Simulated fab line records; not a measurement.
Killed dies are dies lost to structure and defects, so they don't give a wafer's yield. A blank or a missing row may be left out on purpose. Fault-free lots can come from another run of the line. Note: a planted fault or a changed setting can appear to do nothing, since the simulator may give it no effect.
A struck lot beside a sound one	flow sfq_line	41 steps out of a route of 325
Sound: the wafers L375.1, L375.4, L375.6. Struck: wafer L366.5 (left out: L366.2, L366.4 of the same lot, which were not struck); the cause appears at the end.
At each step with rows: each side's tool, then ch and its chambers, then its first start. Under that, the readings that differ: sound wafers	struck wafers	difference of the means	sigmas: that difference in standard deviations of wafers without a fault.
alike: readings with means less than 2 such deviations apart, plus words and numbers identical on both sides. not compared: withheld readings, readings lacking a value on some wafer, bounds such as >300 that could conceal the same value, and numbers that have no deviation in the record and whose values overlap.
A row with sigmas, a row that says differs or no value, or rows on one side alone: a step with any of these is where the two part. Numbers that don't overlap but have no deviation are shown without sigmas and don't part them. A reading missing from all wafers of one side parts the sides only when that side holds two or more wafers.

SFQ_I2_OVL_MEAS_918:
  struck on overlay-02, day 34 18:31; sound on overlay-01, day 37 02:41
  alike: I2_OVL
then, 6 steps without rows for these wafers: SFQ_TRILAYER_I2_VIA_BARC_OPEN_VIA_ETCH_096 (etches BARC in O2, target depth 125 nm, time 41.7 s); SFQ_TRILAYER_I2_VIA_ETCH_VIA_ETCH_070 (etches SiO2 in CHF3, stops on Nb, target depth 260 nm); SFQ_TRILAYER_I2_VIA_STRIP_STRIP_071 (strips in O2); SFQ_TRILAYER_I2_VIA_STRIP_SOLV_CLEAN_072 (cleans in NMP, time 600 s); SFQ_TRILAYER_M3_DEP_PRE_CLEAN_074 (time 22.5 s); SFQ_TRILAYER_M3_DEP_SPUTTER_073 (material Nb, target thk 200 nm, time 133.3 s).
SFQ_M3_RS_MEAS_919: a four-point-probe measurement.
  struck on film_metro-02, day 34 19:37; sound on film_metro-01, day 37 03:56
reading	sound	struck	difference	sigmas
M3_NB_RS (ohm/sq)	0.878 0.874 0.872	0.906	+0.031	+3
then, 3 steps without rows for these wafers: SFQ_TRILAYER_M3_LITHO_COAT_080 (resist thk 62 nm); SFQ_TRILAYER_M3_LITHO_COAT_075 (resist thk 600 nm); SFQ_TRILAYER_M3_LITHO_SOFTBAKE_079.
-- the record jumps here: 6 days lie between the struck wafers' starts before and after --
SFQ_TRILAYER_M3_LITHO_EXPOSE_076: exposes mask M3, target cd 500 nm.
  sound on krf_scanner-02 ch 0, day 43 06:11; struck on krf_scanner-01 ch 0, day 40 13:34
  alike: mask, stage_vel_mm_s
then, 2 steps without rows for these wafers: SFQ_TRILAYER_M3_LITHO_PEB_078 (peb time 60 s); SFQ_TRILAYER_M3_LITHO_DEVELOP_077 (time 60 s).
SFQ_M3_OVL_MEAS_921:
  struck on overlay-02, day 40 14:52; sound on overlay-01, day 43 07:41
reading	sound	struck	difference	sigmas
M3_OVL (nm)	-14 -18 -11	2	+16	+3
SFQ_TRILAYER_M3_BARC_OPEN_METAL_ETCH_100: etches BARC in O2, target depth 125 nm, time 41.7 s.
  sound on rie_metal-04 ch 0,1, day 43 07:43; struck on rie_metal-01 ch 1, day 40 14:55
reading	sound	struck	difference	sigmas
model.M3.cd_nm (nm)	499 497.5 497.4	489.1	-8.9	
  alike: chamber_pressure_mTorr, drypump_motor_current_A, he_backside_leak_sccm, oes_product_au
  not compared: rf_hours_counter_h
SFQ_TRILAYER_M3_ETCH_METAL_ETCH_078: etches Nb in Cl2/Ar, stops on SiO2, target depth 240 nm, time 120 s.
  sound on rie_metal-04 ch 0,1, day 43 07:47; struck on rie_metal-01 ch 1, day 40 15:04
reading	sound	struck	difference	sigmas
oes_product_au (a.u.)	0.894 0.909 0.905	0.882	-0.021	-3
model.M3.cd_nm (nm)	498.2 495.2 495	489	-7	
  alike: chamber_pressure_mTorr, drypump_motor_current_A, he_backside_leak_sccm
  not compared: rf_hours_counter_h
SFQ_TRILAYER_M3_STRIP_STRIP_079: strips in O2.
  sound on rie_metal-04 ch 0,1, day 43 07:54; struck on rie_metal-01 ch 1, day 40 15:28
  alike: chamber_pressure_mTorr, drypump_motor_current_A, he_backside_leak_sccm, oes_product_au
  not compared: rf_hours_counter_h
then, 1 step without rows for these wafers: SFQ_TRILAYER_M3_STRIP_SOLV_CLEAN_080 (cleans in NMP, time 600 s).
SFQ_TRILAYER_I3_DEP_PECVD_081: deposits SiO2 from SiH4/N2O, time 111.11 s, target thk 500 nm.
  sound on pecvd-01 ch 1,2, day 43 08:41; struck on pecvd-03 ch 0, day 40 16:40
  alike: heater_power_w, throttle_valve_pct
SFQ_TRILAYER_I3_CMP_CMP_082: polishes SiO2.
  sound on cmp-02 ch 0,1,3, day 43 09:46; struck on cmp-02 ch 2, day 40 19:14
  alike: edge_zone_pressure_frac, motor_current_A, platen_rpm, time_to_endpoint_s
SFQ_I3_BOW_MEAS_922:
  struck on film_metro-03, day 40 19:46; sound on film_metro-03, day 43 11:46
reading	sound	struck	difference	sigmas
I3_BOW (um)	2 -2 -6	13	+15	+2
then, 7 steps without rows for these wafers: SFQ_TRILAYER_I3_METRO_MEASURE_083; SFQ_TRILAYER_I3_VIA_LITHO_COAT_090 (resist thk 62 nm); SFQ_TRILAYER_I3_VIA_LITHO_COAT_085 (resist thk 650 nm); SFQ_TRILAYER_I3_VIA_LITHO_SOFTBAKE_089; SFQ_TRILAYER_I3_VIA_LITHO_EXPOSE_086 (exposes mask I3, target cd 500 nm); SFQ_TRILAYER_I3_VIA_LITHO_PEB_088 (peb time 60 s); SFQ_TRILAYER_I3_VIA_LITHO_DEVELOP_087 (time 60 s).
-- the record jumps here: 7 days lie between the struck wafers' starts before and after --
SFQ_I3_OVL_MEAS_923:
  struck on overlay-02, day 47 09:41; sound on overlay-02, day 49 21:36
  alike: I3_OVL
then, 1 step without rows for these wafers: SFQ_TRILAYER_I3_VIA_BARC_OPEN_VIA_ETCH_121 (etches BARC in O2, target depth 125 nm, time 41.7 s).
SFQ_TRILAYER_I3_VIA_ETCH_VIA_ETCH_088: etches SiO2 in CHF3, stops on Nb, target depth 260 nm.
  sound on rie_diel-02 ch 0,2, day 49 21:41; struck on rie_diel-04 ch 0, day 47 09:46
  alike: chamber_pressure_mTorr, drypump_motor_current_A, oes_product_au
SFQ_TRILAYER_I3_VIA_STRIP_STRIP_089: strips in O2.
  sound on rie_metal-01 ch 1, day 49 21:47; struck on rie_metal-03 ch 1, day 47 09:52
  alike: chamber_pressure_mTorr, drypump_motor_current_A, he_backside_leak_sccm, oes_product_au
  not compared: rf_hours_counter_h
then, 3 steps without rows for these wafers: SFQ_TRILAYER_I3_VIA_STRIP_SOLV_CLEAN_090 (cleans in NMP, time 600 s); SFQ_TRILAYER_M4_DEP_PRE_CLEAN_092 (time 22.5 s); SFQ_TRILAYER_M4_DEP_SPUTTER_091 (material Nb, target thk 200 nm, time 133.3 s).
SFQ_M4_RS_MEAS_924: a four-point-probe measurement.
  struck on film_metro-03, day 47 11:00; sound on film_metro-04, day 49 23:17
  alike: M4_NB_RS
then, 3 steps without rows for these wafers: SFQ_TRILAYER_M4_LITHO_COAT_098 (resist thk 62 nm); SFQ_TRILAYER_M4_LITHO_COAT_093 (resist thk 600 nm); SFQ_TRILAYER_M4_LITHO_SOFTBAKE_097.
-- the record jumps here: 42 days lie between the struck wafers' starts before and after --
SFQ_M8_BOW_MEAS_951:
  struck on film_metro-02, day 89 13:55; sound on film_metro-03, day 91 19:50
reading	sound	struck	difference	sigmas
model.etest.m3.ohm_um	1.765 1.768 1.769	1.847	+0.080	
  alike: M8_BOW

## WHERE THEY PART
Last at SFQ_I3_BOW_MEAS_922 as far as this record goes, first at SFQ_M3_RS_MEAS_919. Later steps at which nothing parts them and some readings are alike: SFQ_I3_OVL_MEAS_923, SFQ_TRILAYER_I3_VIA_ETCH_VIA_ETCH_088, SFQ_TRILAYER_I3_VIA_STRIP_STRIP_089, SFQ_M4_RS_MEAS_924, SFQ_M8_BOW_MEAS_951.

WHY: the cause the simulator had injected
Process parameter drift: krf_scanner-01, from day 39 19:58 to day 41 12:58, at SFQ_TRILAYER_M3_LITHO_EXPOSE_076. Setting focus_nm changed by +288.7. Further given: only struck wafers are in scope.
